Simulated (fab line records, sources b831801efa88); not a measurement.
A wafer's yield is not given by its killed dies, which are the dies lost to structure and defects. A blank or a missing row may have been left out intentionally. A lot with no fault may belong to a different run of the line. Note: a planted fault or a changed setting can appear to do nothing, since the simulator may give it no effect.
The same fault as seen by 2 desks ; flow sky130 ; each desk holds nothing but its own numbers, with what lay behind them at the end

== FROM THE METROLOGY DESK ==
Means of the sampled wafers that have a number, per lot and without regard to the tool the lot ran on: this is what the gauges read. Marked OUT: a lot whose mean sits more than 4 standard deviations from the usual mean, which makes it out of limits; the brackets give that distance.
Columns: A = VIA4_W_RS at SKY_VIA4_RS_MEAS_19, usual 0.2246 ohm/sq; B = VIA4_W_THK at SKY_VIA4_THK_MEAS_20, usual 494 nm
lot;first seen here;A;B
L919;day 42 21:43;0.2225;501
L921;day 43 09:32;0.2278;482
L922;day 43 21:08;0.2259;489
L924;day 44 11:31;0.2249;497
L926;day 45 21:22;0.2222;502
L931;day 46 07:47;0.2241;496
L932;day 46 16:01;0.2264;490
L934;day 47 01:32;0.2244;493
L935;day 47 07:29;0.2346 (+4.2) OUT;473
L937;day 47 13:50;0.2261;491
L938;day 47 17:49;0.2407 (+6.7) OUT;461 (-5.1) OUT
This desk's result: L935, L938 out of limits, first on L935 (VIA4_W_RS at SKY_VIA4_RS_MEAS_19), day 47 07:29. L919, L921, L922, L924, L926, L931, L932, L934, L937 stayed within limits.

== DESK OF THE TOOL OWNER: cvdW-02 ==
The tool's own readings at SKY_VIA4_CVD_18 (deposits W, target thk 505 nm, time 152.14 s): means of the sampled wafers that have a number, for each lot that ran on this tool. Marked OUT: a lot whose mean sits more than 4 standard deviations from the usual mean, which makes it out of limits; the brackets give that distance.
Columns: A = heaterPowerW at SKY_VIA4_CVD_18, usual 876 W; B = susceptorTempC at SKY_VIA4_CVD_18, usual 400.05 C
lot;first seen here;A;B
L919;day 42 21:32;895;399.88
L922;day 43 20:59;930;400.09
L926;day 45 21:13;895;399.93
L932;day 46 15:50;859;400.00
L935;day 47 07:21;891;398.24 (-7.2) OUT
L938;day 47 17:38;817;396.09 (-16) OUT
This desk finds L935, L938 out of limits, L935 being first, at day 47 07:21 (susceptorTempC at SKY_VIA4_CVD_18). L919, L922, L926, L932 stayed within limits.

== TAKEN TOGETHER ==
The tool owner's desk had the chance to raise an alarm at day 47 07:21 on L935, L938.
L935, L938 would have let the metrology desk raise an alarm at day 47 07:29.
Of the lots named, all ran SKY_VIA4_CVD_18 on cvdW-02.

== WHAT HAD BEEN PUT IN BY THE SIMULATOR ==
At SKY_VIA4_CVD_18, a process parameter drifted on cvdW-02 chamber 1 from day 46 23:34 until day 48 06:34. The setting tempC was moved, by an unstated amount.
Lots struck among those shown: L935, L938.
Hours from the fault's start to each desk's first reading out of limits: the tool owner's desk, 8; the metrology desk, 8.
